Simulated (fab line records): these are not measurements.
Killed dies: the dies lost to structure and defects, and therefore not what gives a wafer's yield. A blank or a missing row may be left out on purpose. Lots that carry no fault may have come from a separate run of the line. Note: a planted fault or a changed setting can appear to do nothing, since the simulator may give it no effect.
fab line records ; flow sky130
record lots=11; wafers=33; last-day=50
route steps=708 shown METAL2@502 VIA4@656 PASSIVATION@684 PAD_OPEN@708
lots with no fault: from the same line, run without faults
start-h: the number of hours between the record's first day and the start of the first shown wafer of the lot ; wait-h: hours from the lot's prior step to this one ; " identical to the entry in the row above ; L1.1+2: a single row standing in for several wafers ; - value missing, or start not given ; * or withheld: withheld ; < > ~ a bound
route shown NAME@n: a module of which the file shows steps, and the number in the route of the first ; usual: mean/standard deviation of fault-free wafers ; same: alike in all rows ; chamber/n: place in a boat ; sites: per-site readings ; _std_site: standard deviation across them ; _edge_site: mean of outer sites minus mean of inner sites ; radius-mm: how far each site lies from the wafer's centre ; mask NAME#n: copy n ; behind: the tool/chamber that last shaped the wafer ; hold: why the lot was held/for how many hours/how that ended ; device: whichever transistor did not switch (one of n, p or np) ; end of line: tests of these same wafers at the route's end ; step lacking rows: just its recipe ; killed: dies lost to structure and defects at the first sort, not the wafer's yield ; map: a wafer's dies, marking killed ones x, the rest . and places with no die _
set.NAME: the setting the step ran with; set.NAME@STEP: the setting that earlier step ran with ; model.NAME: the simulator's own value behind a step, which no gauge read
route steps across a sampled set of lots; one table per step, one row per wafer
services: from which hour (start-h, from the record's first day; less than 0 if before it) a tool's chamber was out of use, for how many hours, and why
## steps
# step SKY_METAL2_METAL_ETCH_19
# recipe target-depth-a=3600; stop-on=SiO2; over-etch-frac=0.3; time-s=78; chemistry=Cl2/BCl3; resist-sidewall-deg=88; pressure-mtorr=10; icp-w=900; bias-w=48.5; Cl2_flow_sccm=60; bcl3-flow-sccm=30
# usual drypump-motor-current-A=5.9/0.46; oes-product-au=0.854/0.0062; throttle-valve-pct=22.263/0.0099
lot.wafer;tool;chamber;start-h;wait-h;drypump-motor-current-A;oes-product-au;rf-hours-counter-h;throttle-valve-pct
L216.1;rie-metal-04;1;853.34;0.1;5.5;0.852;5;22.266
L216.3;rie-metal-04;0;853.34;0.1;6.3;0.852;-;22.256
L216.5;rie-metal-04;1;853.34;0.1;5.5;0.854;-;22.273
L217.2;rie-metal-04;0;864.70;0.0;6.3;0.859;10;22.269
L217.5;rie-metal-04;0;864.70;0.0;6.3;0.857;-;22.258
L217.6;rie-metal-04;1;864.70;0.0;5.5;0.845;-;22.256
L218.3;rie-metal-04;0;866.03;0.1;6.3;0.855;-;22.261
L218.4;rie-metal-04;1;866.03;0.1;5.5;0.864;-;22.248
L218.5;rie-metal-04;1;866.03;0.1;5.5;0.852;-;22.260
L219.2;rie-metal-02;0;875.10;0.0;6.1;0.865;18;22.266
L219.3;rie-metal-02;0;875.10;0.0;6.1;0.858;-;22.265
L219.6;rie-metal-02;0;875.10;0.0;6.1;0.857;-;22.255
L220.3;rie-metal-04;0;885.63;0.1;6.3;0.850;-;22.282
L220.5;rie-metal-04;0;885.63;0.1;6.3;0.842;-;22.262
L220.6;rie-metal-04;1;885.63;0.1;5.5;0.849;-;22.261
L221.1;rie-metal-04;0;889.70;0.0;6.3;0.858;12;22.254
L221.2;rie-metal-04;1;889.70;0.0;5.6;0.845;7;22.251
L221.5;rie-metal-04;0;889.70;0.0;6.3;0.855;-;22.246
L231.1;rie-metal-04;1;953.90;0.0;5.6;0.851;9;22.277
L231.3;rie-metal-04;1;953.90;0.0;5.6;0.837;-;22.263
L231.4;rie-metal-04;0;953.90;0.0;6.3;0.845;-;22.240
L232.3;rie-metal-04;0;965.77;0.1;6.3;0.867;-;22.260
L232.5;rie-metal-04;1;965.77;0.1;5.5;0.854;-;22.266
L232.6;rie-metal-04;0;965.77;0.1;6.3;0.860;-;22.266
L233.1;rie-metal-02;1;968.35;0.1;6.3;0.850;12;22.268
L233.3;rie-metal-02;1;968.35;0.1;6.3;0.858;-;22.273
L233.6;rie-metal-02;1;968.35;0.1;6.3;0.853;-;22.278
L234.2;rie-metal-02;1;978.96;0.0;6.2;0.866;13;22.270
L234.3;rie-metal-02;1;978.96;0.0;6.2;0.848;-;22.278
L234.5;rie-metal-02;1;978.96;0.0;6.2;0.846;-;22.261
L235.1;rie-metal-03;0;983.30;0.0;5.1;0.859;13;22.262
L235.3;rie-metal-03;1;983.30;0.0;5.1;0.853;-;22.258
L235.5;rie-metal-03;0;983.30;0.0;5.1;0.851;-;22.268
# step SKY_VIA4_SPUTTER_17
# recipe material=TiN; target-thk-nm=20; chamber-pressure-pa=5; power-w=4000; time-s=80
# usual throttle-valve-pct=30.2/0.86
lot.wafer;tool;chamber;start-h;wait-h;throttle-valve-pct
L216.1;pvd-sputter-02;-;1036.33;0.0;29.4
L216.3;pvd-sputter-02;-;1036.33;0.0;29.6
L216.5;pvd-sputter-02;-;1036.33;0.0;29.8
L217.2;pvd-sputter-03;-;1048.49;0.0;31.7
L217.5;pvd-sputter-03;-;1048.49;0.0;29.8
L217.6;pvd-sputter-03;-;1048.49;0.0;30.7
L218.3;pvd-sputter-02;-;1048.75;0.0;29.7
L218.4;pvd-sputter-02;-;1048.75;0.0;30.9
L218.5;pvd-sputter-02;-;1048.75;0.0;29.6
L219.2;pvd-sputter-04;-;1058.90;0.0;29.9
L219.3;pvd-sputter-04;-;1058.90;0.0;30.8
L219.6;pvd-sputter-04;-;1058.90;0.0;31.0
L220.3;pvd-sputter-04;-;1063.81;0.0;31.6
L220.5;pvd-sputter-04;-;1063.81;0.0;30.1
L220.6;pvd-sputter-04;-;1063.81;0.0;30.1
L221.1;pvd-sputter-02;-;1071.00;0.0;30.2
L221.2;pvd-sputter-02;-;1071.00;0.0;29.5
L221.5;pvd-sputter-02;-;1071.00;0.0;29.3
L231.1;pvd-sputter-03;-;1124.02;0.0;30.4
L231.3;pvd-sputter-03;-;1124.02;0.0;29.9
L231.4;pvd-sputter-03;-;1124.02;0.0;28.8
L232.3;pvd-sputter-03;-;1131.84;0.0;31.6
L232.5;pvd-sputter-03;-;1131.84;0.0;29.6
L232.6;pvd-sputter-03;-;1131.84;0.0;28.6
L233.1;pvd-sputter-02;-;1133.67;0.0;31.2
L233.3;pvd-sputter-02;-;1133.67;0.0;29.5
L233.6;pvd-sputter-02;-;1133.67;0.0;30.2
L234.2;pvd-sputter-03;-;1143.40;0.0;28.8
L234.3;pvd-sputter-03;-;1143.40;0.0;29.8
L234.5;pvd-sputter-03;-;1143.40;0.0;29.8
L235.1;pvd-sputter-04;-;1146.53;0.0;29.7
L235.3;pvd-sputter-04;-;1146.53;0.0;31.6
L235.5;pvd-sputter-04;-;1146.53;0.0;31.7
# step SKY_PASSIVATION_THK_MEAS_03
# recipe reads=Si3N4_of_PASSIVATION_CVD_02
# usual PASSIVATION_CVD_02_THK=539/6.7
lot.wafer;tool;chamber;start-h;wait-h;PASSIVATION_CVD_02_THK[nm]
L216.1;film-metro-04;-;1060.88;-;535
L216.3;film-metro-04;-;1060.88;-;536
L216.5;film-metro-04;-;1060.88;-;544
L218.3;film-metro-04;-;1073.04;-;535
L218.4;film-metro-04;-;1073.04;-;536
L218.5;film-metro-04;-;1073.04;-;544
L217.2;film-metro-02;-;1073.23;-;534
L217.5;film-metro-02;-;1073.23;-;538
L217.6;film-metro-02;-;1073.23;-;548
L219.2;film-metro-02;-;1083.04;-;523
L219.3;film-metro-02;-;1083.04;-;537
L219.6;film-metro-02;-;1083.04;-;548
L220.3;film-metro-02;-;1087.45;-;529
L220.5;film-metro-02;-;1087.45;-;540
L220.6;film-metro-02;-;1087.45;-;535
L221.1;film-metro-04;-;1094.06;-;530
L221.2;film-metro-04;-;1094.06;-;541
L221.5;film-metro-04;-;1094.06;-;545
L231.1;film-metro-03;-;1146.47;-;533
L231.3;film-metro-03;-;1146.47;-;545
L231.4;film-metro-03;-;1146.47;-;544
L232.3;film-metro-03;-;1153.43;-;540
L232.5;film-metro-03;-;1153.43;-;543
L232.6;film-metro-03;-;1153.43;-;538
L233.1;film-metro-02;-;1155.37;-;545
L233.3;film-metro-02;-;1155.37;-;543
L233.6;film-metro-02;-;1155.37;-;549
L234.2;film-metro-02;-;1164.22;-;532
L234.3;film-metro-02;-;1164.22;-;539
L234.5;film-metro-02;-;1164.22;-;549
L235.1;film-metro-02;-;1167.33;-;541
L235.3;film-metro-02;-;1167.33;-;537
L235.5;film-metro-02;-;1167.33;-;546
# step SKY_PASSIVATION_STRIP_12
# recipe chemistry=O2/N2; power-w=1400; pressure-mtorr=1500; platen-temp-c=withheld; overash-fraction=0.7; o2-flow-sccm=3000; n2-flow-sccm=300
# usual drypump-motor-current-A=5.7/0.33; oes-product-au=0.661/0.0043; strip-time-to-endpoint-s=31.51/0.16
# same overash-fraction=0.7
lot.wafer;tool;chamber;start-h;wait-h;drypump-motor-current-A;oes-product-au;rf-hours-counter-h;strip-time-to-endpoint-s
L216.1;plasma-asher-03;1;1082.49;0.1;5.6;0.660;1;31.34
L216.3;plasma-asher-03;1;1082.49;0.1;5.6;0.659;-;31.43
L216.5;plasma-asher-03;1;1082.49;0.1;5.6;0.662;-;31.37
L218.3;plasma-asher-03;0;1094.74;0.1;5.6;0.660;-;31.70
L218.4;plasma-asher-03;1;1094.74;0.1;5.6;0.653;-;31.63
L218.5;plasma-asher-03;0;1094.74;0.1;5.7;0.661;-;31.80
L217.2;plasma-asher-04;1;1095.19;0.1;5.7;0.658;66;31.34
L217.5;plasma-asher-04;1;1095.19;0.1;5.7;0.664;-;31.51
L217.6;plasma-asher-04;0;1095.19;0.1;6.2;0.663;-;31.38
L219.2;plasma-asher-01;0;1104.31;0.1;5.0;0.662;36;31.32
L219.3;plasma-asher-01;0;1104.31;0.1;5.0;0.669;-;31.24
L219.6;plasma-asher-01;1;1104.31;0.1;5.7;0.667;-;31.47
L220.3;plasma-asher-03;0;1107.87;0.1;5.7;0.661;-;31.46
L220.5;plasma-asher-03;0;1107.87;0.1;5.7;0.666;-;31.30
L220.6;plasma-asher-03;1;1107.87;0.1;5.6;0.660;-;31.27
L221.1;plasma-asher-03;1;1115.36;0.1;5.6;0.659;4;31.36
L221.2;plasma-asher-03;0;1115.36;0.1;5.7;0.663;4;31.66
L221.5;plasma-asher-03;0;1115.36;0.1;5.7;0.656;-;31.50
L231.1;plasma-asher-04;1;1165.39;0.1;5.7;0.660;72;31.44
L231.3;plasma-asher-04;0;1165.39;0.1;6.2;0.661;-;31.57
L231.4;plasma-asher-04;1;1165.39;0.1;5.7;0.662;-;31.54
L232.3;plasma-asher-03;0;1171.24;0.1;5.7;0.660;-;31.58
L232.5;plasma-asher-03;1;1171.24;0.1;5.6;0.659;-;31.48
L232.6;plasma-asher-03;0;1171.24;0.1;5.7;0.664;-;31.50
L233.1;plasma-asher-04;0;1173.60;0.1;6.2;0.667;73;31.47
L233.3;plasma-asher-04;1;1173.60;0.1;5.7;0.652;-;31.55
L233.6;plasma-asher-04;0;1173.60;0.1;6.2;0.665;-;31.42
L234.2;plasma-asher-04;1;1181.90;0.1;5.6;0.668;74;31.84
L234.3;plasma-asher-04;0;1181.90;0.1;6.2;0.660;-;31.53
L234.5;plasma-asher-04;1;1181.90;0.1;5.7;0.655;-;31.75
L235.1;plasma-asher-04;1;1184.85;0.1;5.7;0.671;74;31.29
L235.3;plasma-asher-04;0;1184.85;0.1;6.1;0.659;-;31.37
L235.5;plasma-asher-04;1;1184.85;0.1;5.7;0.661;-;31.28
# step SKY_PAD_OPEN_PROBE_99
# usual defect-limited-yield=82.5/2.2; killed_at_M0_to_M3=43/7.5; killed_at_M4_up=3.2/1.9; killed-at-contacts=24/5.6; killed-at-front-end=15/4.8; killed-at-other=0.2/0.54; killed-dies=86/11; killed-on-rim=17/3.6; killed-open=47/7.6; killed-short=39/7.1; sort_bin_3_pad_short=0.8/0.36; sort_bin_5_function=10.4/1.6; sort_bin_6_memory=6.3/1.3; sort-n-pass=406/11; sort-yield-pct=82.5/2.2
# same gross-dies=492; killed-at-back-side=0; sort_bin_4_leakage[%]=0; sort_bin_8_speed[%]=0
lot.wafer;tool;chamber;start-h;wait-h;hold;defect-limited-yield[%];killed_at_M0_to_M3;killed_at_M4_up;killed-at-contacts;killed-at-front-end;killed-at-other;killed-dies;killed-on-rim;killed-open;killed-short;sort_bin_3_pad_short[%];sort_bin_5_function[%];sort_bin_6_memory[%];sort-n-pass;sort-yield-pct[%]
L216.1;prober-02;-;1106.79;0.1;-;83.9;44;2;17;15;1;79;15;43;36;1.0;7.7;7.3;413;83.9
L216.3;prober-02;-;1106.89;0.2;-;86.4;34;1;18;12;2;67;12;38;29;0.8;8.5;4.3;425;86.4
L216.5;prober-02;-;1106.99;0.2;-;82.7;46;2;26;11;0;85;12;48;37;0.8;9.8;6.7;407;82.7
L218.3;prober-02;-;1118.65;0.2;-;82.1;42;6;28;11;1;88;18;52;36;0.6;11.8;5.5;404;82.1
L218.4;prober-02;-;1118.70;0.2;-;78.9;50;2;32;20;0;104;24;60;44;1.0;12.4;7.7;388;78.9
L218.5;prober-02;-;1118.75;0.2;-;80.7;46;7;24;18;0;95;14;57;38;0.6;11.6;7.1;397;80.7
L217.2;prober-01;-;1118.70;0.1;-;82.1;48;6;22;12;0;88;15;44;44;0.8;11.6;5.5;404;82.1
L217.5;prober-01;-;1118.85;0.2;-;82.7;42;1;24;17;1;85;23;44;41;1.0;8.7;7.5;407;82.7
L217.6;prober-01;-;1118.90;0.2;-;82.9;46;0;23;15;0;84;19;46;38;0.6;7.9;8.5;408;82.9
L221.1;prober-02;-;1137.71;0.1;-;82.7;45;6;20;14;0;85;18;51;34;0.6;9.6;7.1;407;82.7
L221.2;prober-02;-;1137.76;0.1;-;81.5;50;0;25;16;0;91;16;46;45;1.4;9.1;7.9;401;81.5
L221.5;prober-02;-;1137.91;0.2;-;80.7;45;4;27;19;0;95;20;54;41;1.2;11.0;7.1;397;80.7
L231.1;prober-02;-;1185.30;0.1;await-dispo/2.8h/release;73.2;93;5;18;16;0;132;25;53;49;2.2;16.3;8.3;360;73.2
L231.3;prober-02;-;1185.40;0.2;await-dispo/2.8h/release;75.8;73;1;27;18;0;119;26;38;47;3.7;13.4;7.1;373;75.8
L231.4;prober-02;-;1185.45;0.2;await-dispo/2.8h/release;82.3;46;4;21;16;0;87;17;52;35;0.4;10.0;7.3;405;82.3
L232.3;prober-01;-;1190.91;0.2;await-dispo/4.6h/release;80.3;47;2;28;20;0;97;18;63;34;0.6;10.4;8.7;395;80.3
L232.5;prober-01;-;1191.01;0.2;await-dispo/4.6h/release;73.8;77;2;33;16;1;129;34;51;48;3.7;15.2;7.3;363;73.8
L232.6;prober-01;-;1191.06;0.2;await-dispo/4.6h/release;82.1;54;2;18;14;0;88;22;54;34;0.8;11.6;5.5;404;82.1
L233.1;prober-02;-;1193.11;0.1;-;81.9;41;3;26;18;1;89;19;48;41;0.8;11.0;6.3;403;81.9
L233.3;prober-02;-;1193.21;0.2;-;80.5;40;2;37;17;0;96;17;51;45;1.0;13.0;5.5;396;80.5
L233.6;prober-02;-;1193.36;0.2;-;85.2;29;2;21;21;0;73;14;35;38;1.0;9.1;4.7;419;85.2
L234.2;prober-01;-;1201.20;0.1;-;85.4;40;2;17;13;0;72;15;33;39;1.0;8.3;5.3;420;85.4
L234.3;prober-01;-;1201.25;0.2;-;87.4;36;2;11;13;0;62;11;31;31;0.8;8.5;3.3;430;87.4
L234.5;prober-01;-;1201.35;0.2;-;85.4;37;2;13;20;0;72;13;41;31;0.8;9.3;4.5;420;85.4
L235.1;prober-02;-;1203.77;0.1;-;82.5;42;4;19;21;0;86;16;55;31;0.8;7.3;9.3;406;82.5
L235.3;prober-02;-;1203.87;0.2;-;78.0;45;6;31;26;0;108;19;47;61;1.4;11.6;8.9;384;78.0
L235.5;prober-02;-;1203.97;0.2;-;82.9;44;2;27;11;0;84;16;51;33;0.6;11.2;5.3;408;82.9
# killed by level:class
L216.1 VIA1:geometric-particle:open=10 METAL1:geometric-particle:short=9 VIA2:geometric-particle:open=7 POLY_GATE:geometric-particle:short=6 LI_CONTACT:geometric-particle:open=6 VIA3:geometric-particle:open=6 LOCAL_INTERCONNECT:geometric-particle:short=5 VIA1:geometric-particle:short=5
L216.3 CONTACT:geometric-particle:open=8 METAL2:geometric-particle:short=6 VIA1:geometric-particle:open=5 VIA2:geometric-particle:open=5 VIA1:geometric-particle:short=5 FIELD_ISO:geometric-particle:short=4 FIELD_ISO:geometric-particle:open=4 METAL1:geometric-particle:short=4
L216.5 VIA3:geometric-particle:open=9 CONTACT:geometric-particle:open=9 VIA1:geometric-particle:open=8 METAL3:geometric-particle:short=8 LI_CONTACT:geometric-particle:open=6 LOCAL_INTERCONNECT:geometric-particle:short=5 METAL2:geometric-particle:short=5 POLY_GATE:geometric-particle:open=4
L218.3 VIA1:geometric-particle:open=14 CONTACT:geometric-particle:open=12 LI_CONTACT:geometric-particle:open=7 VIA3:geometric-particle:open=7 METAL4:geometric-particle:short=6 CONTACT:geometric-particle:short=5 POLY_GATE:geometric-particle:open=4 METAL2:geometric-particle:short=4
L217.2 VIA1:geometric-particle:open=10 CONTACT:geometric-particle:open=7 VIA3:geometric-particle:open=7 METAL3:geometric-particle:short=7 LI_CONTACT:geometric-particle:open=6 FIELD_ISO:geometric-particle:short=5 VIA2:geometric-particle:open=5 METAL4:geometric-particle:short=5
L218.4 VIA1:geometric-particle:open=15 CONTACT:geometric-particle:open=11 LI_CONTACT:geometric-particle:open=8 VIA3:geometric-particle:open=7 VIA3:geometric-particle:short=6 POLY_GATE:geometric-particle:short=5 CONTACT:geometric-particle:short=5 VIA2:geometric-particle:short=5
L218.5 VIA1:geometric-particle:open=9 VIA2:geometric-particle:open=9 VIA3:geometric-particle:open=8 CONTACT:geometric-particle:open=8 FIELD_ISO:geometric-particle:open=7 VIA1:geometric-particle:short=7 CONTACT:geometric-particle:short=6 METAL4:geometric-particle:short=5
L217.5 VIA1:geometric-particle:open=13 CONTACT:geometric-particle:open=7 VIA3:geometric-particle:open=6 POLY_GATE:geometric-particle:open=6 LI_CONTACT:geometric-particle:open=6 LOCAL_INTERCONNECT:geometric-particle:short=6 METAL2:geometric-particle:short=6 FIELD_ISO:geometric-particle:short=4
L217.6 VIA1:geometric-particle:open=14 CONTACT:geometric-particle:open=9 CONTACT:geometric-particle:short=7 VIA1:geometric-particle:short=7 METAL3:geometric-particle:short=7 POLY_GATE:geometric-particle:open=5 LI_CONTACT:geometric-particle:open=5 VIA3:geometric-particle:open=4
L221.1 VIA1:geometric-particle:open=12 CONTACT:geometric-particle:open=10 VIA3:geometric-particle:open=8 LI_CONTACT:geometric-particle:open=6 VIA1:geometric-particle:short=5 VIA2:geometric-particle:short=5 POLY_GATE:geometric-particle:short=4 METAL1:geometric-particle:short=4
L221.2 VIA1:geometric-particle:open=12 CONTACT:geometric-particle:open=9 VIA3:geometric-particle:open=7 CONTACT:geometric-particle:short=6 METAL3:geometric-particle:short=6 FIELD_ISO:geometric-particle:short=5 METAL1:geometric-particle:short=5 VIA1:geometric-particle:short=5
L221.5 VIA1:geometric-particle:open=15 LI_CONTACT:geometric-particle:open=9 POLY_GATE:geometric-particle:open=6 LOCAL_INTERCONNECT:geometric-particle:short=6 CONTACT:geometric-particle:open=6 METAL1:geometric-particle:short=5 VIA3:geometric-particle:open=5 METAL2:geometric-particle:short=5
L231.1 METAL2:unspecified=30 VIA1:geometric-particle:open=13 VIA2:geometric-particle:open=9 METAL2:geometric-particle:short=8 FIELD_ISO:geometric-particle:short=7 VIA3:geometric-particle:short=6 METAL1:geometric-particle:short=6 LI_CONTACT:geometric-particle:open=5
L231.3 METAL2:unspecified=34 VIA1:geometric-particle:open=9 CONTACT:geometric-particle:open=7 LI_CONTACT:geometric-particle:open=6 LOCAL_INTERCONNECT:geometric-particle:short=5 CONTACT:geometric-particle:short=5 VIA1:geometric-particle:short=5 METAL2:geometric-particle:short=5
L231.4 VIA1:geometric-particle:open=12 LI_CONTACT:geometric-particle:open=8 CONTACT:geometric-particle:open=7 METAL2:geometric-particle:short=7 VIA3:geometric-particle:open=6 VIA2:geometric-particle:short=5 VIA2:geometric-particle:open=5 SPACER:geometric-particle:open=4
L232.3 CONTACT:geometric-particle:open=11 LI_CONTACT:geometric-particle:open=10 VIA2:geometric-particle:open=10 VIA1:geometric-particle:open=10 FIELD_ISO:geometric-particle:open=7 METAL2:geometric-particle:short=7 VIA3:geometric-particle:open=7 FIELD_ISO:geometric-particle:short=6
L232.5 METAL2:unspecified=30 CONTACT:geometric-particle:open=14 VIA3:geometric-particle:open=11 LI_CONTACT:geometric-particle:open=8 VIA1:geometric-particle:short=8 METAL2:geometric-particle:short=5 CONTACT:geometric-particle:short=5 VIA1:geometric-particle:open=5
L232.6 VIA1:geometric-particle:open=19 VIA3:geometric-particle:open=6 LI_CONTACT:geometric-particle:open=5 VIA1:geometric-particle:short=5 FIELD_ISO:geometric-particle:open=4 LOCAL_INTERCONNECT:geometric-particle:short=4 CONTACT:geometric-particle:open=4 METAL1:geometric-particle:short=4
L233.1 CONTACT:geometric-particle:open=14 FIELD_ISO:geometric-particle:open=7 METAL3:geometric-particle:short=7 VIA1:geometric-particle:open=7 METAL1:geometric-particle:short=6 VIA2:geometric-particle:open=6 POLY_GATE:geometric-particle:short=4 LI_CONTACT:geometric-particle:open=4
L233.3 CONTACT:geometric-particle:open=14 VIA1:geometric-particle:open=11 LOCAL_INTERCONNECT:geometric-particle:short=7 CONTACT:geometric-particle:short=7 LI_CONTACT:geometric-particle:open=6 POLY_GATE:geometric-particle:short=5 METAL1:geometric-particle:short=5 FIELD_ISO:geometric-particle:open=4
L233.6 CONTACT:geometric-particle:open=6 VIA1:geometric-particle:open=6 FIELD_ISO:geometric-particle:short=5 POLY_GATE:geometric-particle:open=5 LI_CONTACT:geometric-particle:open=5 VIA1:geometric-particle:short=5 SPACER:geometric-particle:short=4 LI_CONTACT:geometric-particle:short=4
L234.2 VIA1:geometric-particle:open=12 METAL1:geometric-particle:short=7 CONTACT:geometric-particle:open=6 FIELD_ISO:geometric-particle:short=5 POLY_GATE:geometric-particle:open=4 LOCAL_INTERCONNECT:geometric-particle:short=4 CONTACT:geometric-particle:short=4 VIA2:geometric-particle:short=4
L234.3 VIA2:geometric-particle:open=8 FIELD_ISO:geometric-particle:short=5 VIA1:geometric-particle:open=5 METAL2:geometric-particle:short=5 FIELD_ISO:geometric-particle:open=4 VIA1:geometric-particle:short=4 VIA3:geometric-particle:open=4 POLY_GATE:geometric-particle:short=3
L234.5 FIELD_ISO:geometric-particle:open=8 VIA1:geometric-particle:open=7 VIA3:geometric-particle:open=7 LI_CONTACT:geometric-particle:open=5 METAL2:geometric-particle:short=5 VIA2:geometric-particle:open=5 CONTACT:geometric-particle:short=4 VIA2:geometric-particle:short=4
L235.1 VIA1:geometric-particle:open=12 POLY_GATE:geometric-particle:open=8 CONTACT:geometric-particle:open=7 VIA3:geometric-particle:open=7 VIA2:geometric-particle:open=6 FIELD_ISO:geometric-particle:short=4 FIELD_ISO:geometric-particle:open=4 LI_CONTACT:geometric-particle:open=4
L235.3 LI_CONTACT:geometric-particle:open=12 POLY_GATE:geometric-particle:short=8 METAL1:geometric-particle:short=8 FIELD_ISO:geometric-particle:short=7 VIA1:geometric-particle:open=7 CONTACT:geometric-particle:open=7 POLY_GATE:geometric-particle:open=5 VIA3:geometric-particle:open=5
L235.5 VIA1:geometric-particle:open=14 CONTACT:geometric-particle:open=12 LI_CONTACT:geometric-particle:open=7 VIA2:geometric-particle:open=6 CONTACT:geometric-particle:short=5 METAL1:geometric-particle:short=4 VIA1:geometric-particle:short=4 METAL1:geometric-particle:open=3
## services
tool;chamber;start-h;hours;kind
pvd-sputter-03;-;853.55;1.8;repair
rie-metal-04;-;888.27;0.5;repair
plasma-asher-03;-;890.21;1.0;repair
plasma-asher-01;-;894.47;7.6;repair
pvd-sputter-02;-;900.47;3.7;repair
pvd-sputter-02;-;903.01;5.2;repair
pvd-sputter-02;-;927.52;1.5;repair
pvd-sputter-03;-;950.54;4.1;repair
plasma-asher-01;-;964.30;4.3;pm
pvd-sputter-02;-;966.98;1.5;repair
pvd-sputter-04;-;1034.53;5.1;repair
pvd-sputter-04;-;1053.54;5.3;repair
plasma-asher-03;-;1055.25;9.0;pm
rie-metal-03;1;1070.80;5.4;repair
plasma-asher-03;-;1071.91;3.8;repair
rie-metal-02;-;1072.67;2.8;pm
pvd-sputter-04;-;1077.61;0.8;repair
rie-metal-04;-;1104.93;0.3;repair
rie-metal-04;-;1111.36;2.0;repair
rie-metal-02;0;1134.84;3.6;repair
plasma-asher-03;-;1145.82;3.5;repair
pvd-sputter-04;-;1158.53;1.8;repair
plasma-asher-04;-;1161.35;3.6;repair
pvd-sputter-03;-;1175.13;4.9;repair
## key
first-sign step=SKY_PAD_OPEN_PROBE_99; reading=sort_bin_3_pad_short; direction=up; sigmas=6.6; usual=0.8; struck=3.2
effect step=SKY_PAD_OPEN_PROBE_99; reading=killed_at_M0_to_M3; direction=up; sigmas=5; usual=43; struck=81
met-at SKY_METAL2_METAL_ETCH_19
struck-lots L231,L232
struck-wafers L231.1,L231.3,L232.5
not-acting-at SKY_VIA4_SPUTTER_17,SKY_PASSIVATION_THK_MEAS_03,SKY_PASSIVATION_STRIP_12
onset-between 889.70 953.90
fault kind=chamber-particle-source; tool=rie-metal-04; chamber=1; onset-h=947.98; steps=SKY_METAL2_METAL_ETCH_19; rate-per-visit-cm2=0.85982; end-h=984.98
